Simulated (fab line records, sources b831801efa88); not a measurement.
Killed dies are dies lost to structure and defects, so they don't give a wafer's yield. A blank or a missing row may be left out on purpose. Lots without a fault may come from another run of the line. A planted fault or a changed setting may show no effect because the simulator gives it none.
Matching of chambers / flow sky130 / 3 sister chambers for SKY_PASSIVATION_CVD_00 on pecvd-03
The step deposits SiO2, target thk 90 nm. 3 wafers are shown with their chamber, then 11 later ones without.

## EACH WAFER AND ITS CHAMBER
wafer=L086.4; chamber=1; heater-power-w (W)=609
wafer=L086.6; chamber=2; heater-power-w (W)=657
wafer=L088.1; chamber=0; heater-power-w (W)=602

## WAFERS WHOSE CHAMBER IS MISSING
wafer=L088.2; heater-power-w (W)=563
wafer=L088.3; heater-power-w (W)=726
wafer=L087.2; heater-power-w (W)=707
wafer=L087.5; heater-power-w (W)=521
wafer=L087.6; heater-power-w (W)=653
wafer=L090.2; heater-power-w (W)=535
wafer=L090.3; heater-power-w (W)=658
wafer=L090.5; heater-power-w (W)=531
wafer=L094.2; heater-power-w (W)=706
wafer=L094.3; heater-power-w (W)=537
wafer=L094.6; heater-power-w (W)=708

## WHICH CHAMBER EACH ONE RAN IN
wafer=L088.2; from the rows above=can't be placed: 0 or 1 or 2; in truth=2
wafer=L088.3; from the rows above=can't be placed: 2 or 1 or 0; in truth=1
wafer=L087.2; from the rows above=can't be placed: 2 or 1 or 0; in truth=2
wafer=L087.5; from the rows above=can't be placed: 0 or 1 or 2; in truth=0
wafer=L087.6; from the rows above=can't be placed: 2 or 1 or 0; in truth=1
wafer=L090.2; from the rows above=can't be placed: 0 or 1 or 2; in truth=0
wafer=L090.3; from the rows above=can't be placed: 2 or 1 or 0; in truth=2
wafer=L090.5; from the rows above=can't be placed: 0 or 1 or 2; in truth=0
wafer=L094.2; from the rows above=can't be placed: 2 or 1 or 0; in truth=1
wafer=L094.3; from the rows above=can't be placed: 0 or 1 or 2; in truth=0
wafer=L094.6; from the rows above=can't be placed: 2 or 1 or 0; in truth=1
Correctly placed: 0 of 11. From these rows, 11 cannot be placed; in 11 the true chamber is one of the candidates. Number placed wrongly: 0.
How it was worked out, from the rows above alone: a wafer's distance from a chamber is the root of the sum, over the readings, of the square of ((its reading less the chamber's mean) divided by the reading's scatter). The wafer belongs to the nearest chamber; if the next one is less than 2 further off, it can't be placed. For every chamber, the mean is computed from those of its wafers that are shown. The scatter: with one shown wafer a chamber, the root of the mean of the squares of how far each hidden wafer lies from its nearest shown one.
